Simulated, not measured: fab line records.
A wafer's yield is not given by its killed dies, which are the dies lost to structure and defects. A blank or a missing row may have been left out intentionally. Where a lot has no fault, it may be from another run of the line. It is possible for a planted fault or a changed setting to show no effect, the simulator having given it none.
Struck lot and sound lot, side by side    flow sky130    14 steps out of a route of 708
Sound: wafers L801.1, L801.2, L801.3. The struck wafers were L809.1, L809.5, L809.6. The cause comes at the end.
Per side, at each step with rows, come the tool, then ch with its chambers, and then its first start. Under that, the readings that differ: sound wafers    struck wafers    difference of the means    sigmas: that difference in standard deviations of wafers without a fault.
alike: same words and numbers on both sides, and readings whose means sit less than 2 such deviations apart. not compared: any withheld reading, any reading some wafer has no value for, any bound like >300 that may hide the same value, and any number with overlapping values for which the record gives no deviation.
Wherever a step has rows on one side only, a row that says differs or no value, or a row with sigmas, the two part there. Numbers that have no deviation but don't overlap get no sigmas and don't part them. A reading missing from all wafers of one side parts the sides only when that side holds two or more wafers.

first, 5 steps without rows for these wafers: SKY_SONOS_TUNNEL_COAT_02 (resist thk 1140 nm); SKY_SONOS_TUNNEL_SOFTBAKE_03 (time 60 s); SKY_SONOS_TUNNEL_EXPOSE_04 (exposes mask TUNM, target cd 410 nm); SKY_SONOS_TUNNEL_PEB_05; SKY_SONOS_TUNNEL_DEVELOP_06 (develop time 60 s).
SKY_SONOS_TUNNEL_CD_MEAS_07: the cd target is 410 nm.
  sound on cd_sem-01 at day 15 01:12; struck on cd_sem-01 at day 17 21:37
  alike: cd_nm
SKY_SONOS_TUNNEL_OVL_MEAS_08:
  sound on overlay-02 at day 15 01:19; struck on overlay-02 at day 17 21:44
  alike: SONOS_TUNNEL_OVL
then, 3 steps without rows for these wafers: SKY_SONOS_TUNNEL_IMPLANT_09; SKY_SONOS_TUNNEL_WET_ETCH_10 (etches SiO2 in dHF, target depth 14 nm, time 280 s); SKY_SONOS_TUNNEL_STRIP_11 (strips in SPM, time 600 s).
SKY_SONOS_TUNNEL_TW_MEAS_12:
  sound on film_metro-04 at day 15 01:47; struck on film_metro-04 at day 17 22:11
  alike: SONOS_TUNNEL_TW
then, 1 step without rows for these wafers: SKY_SONOS_TUNNEL_CLEAN_13 (cleans in dHF, time 20 s).
SKY_SONOS_ONO_OXIDATION_00: stabilise 600 s, purge 300 s, target thk 2.6 nm.
  sound on furnace-02 ch 0, day 15 01:52; struck on furnace-02, day 18 01:46
  no value came back on the struck wafers for ox_temp_c (C), ox_temp_c_max, spike_tc_lower_C (C), zone_power_upper_pct (%); on the sound wafers ox_temp_c (C) reads 799.7 799.4 800.1
then, 1 step without rows for these wafers: SKY_SONOS_ONO_CVD_02 (deposits Si3N4 from DCS/NH3, target thk 10.5 nm, time 180 s).

WHERE THEY PART
At SKY_SONOS_ONO_OXIDATION_00 and nowhere else, as far as this record goes.

WHY: whatever the simulator had introduced
Beginning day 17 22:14, the whole step at SKY_SONOS_ONO_OXIDATION_00 was skipped on furnace-02. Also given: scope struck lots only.
